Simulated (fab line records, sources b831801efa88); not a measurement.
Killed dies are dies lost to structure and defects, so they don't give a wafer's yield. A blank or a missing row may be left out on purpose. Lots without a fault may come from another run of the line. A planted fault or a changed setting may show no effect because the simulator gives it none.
Chamber matching | flow sky130 | SKY_CAPM_CVD_00 on pecvd-02: 3 sister chambers
The step deposits SiO2, target thk 15.5 nm. 6 wafers are shown with their chamber, then 7 later ones without.

WAFERS WITH THEIR CHAMBER
wafer  | chamber | heater_power_w (W)
L856.6 | 2       | 641
L863.1 | 0       | 928
L863.2 | 1       | 587
L863.4 | 2       | 701
L865.1 | 0       | 945
L865.4 | 1       | 542

WAFERS WITHOUT THEIR CHAMBER
wafer  | heater_power_w (W)
L865.5 | 680
L875.1 | 609
L875.4 | 526
L875.5 | 588
L874.2 | 622
L874.5 | 681
L874.6 | 603

WHICH CHAMBER EACH WENT THROUGH
wafer  | from the rows above     | in truth
L865.5 | 2                       | 2
L875.1 | can't be placed: 1 or 2 | 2
L875.4 | 1                       | 1
L875.5 | can't be placed: 1 or 2 | 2
L874.2 | can't be placed: 2 or 1 | 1
L874.5 | 2                       | 2
L874.6 | can't be placed: 1 or 2 | 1
Placed correctly: 3 of 7. Can't be placed from these rows: 4 (the true chamber is among the candidates in 4). Placed wrongly: 0.
How it was worked out, from the rows above alone: a wafer's distance from a chamber is the root of the sum, over the readings, of the square of ((its reading less the chamber's mean) divided by the reading's scatter). The wafer belongs to the nearest chamber; if the next one is less than 2 further off, it can't be placed. A chamber's mean is the mean of its shown wafers. The scatter: the root of (the sum of the squares of (reading less its chamber's mean) over the shown wafers, divided by (wafers less chambers)).
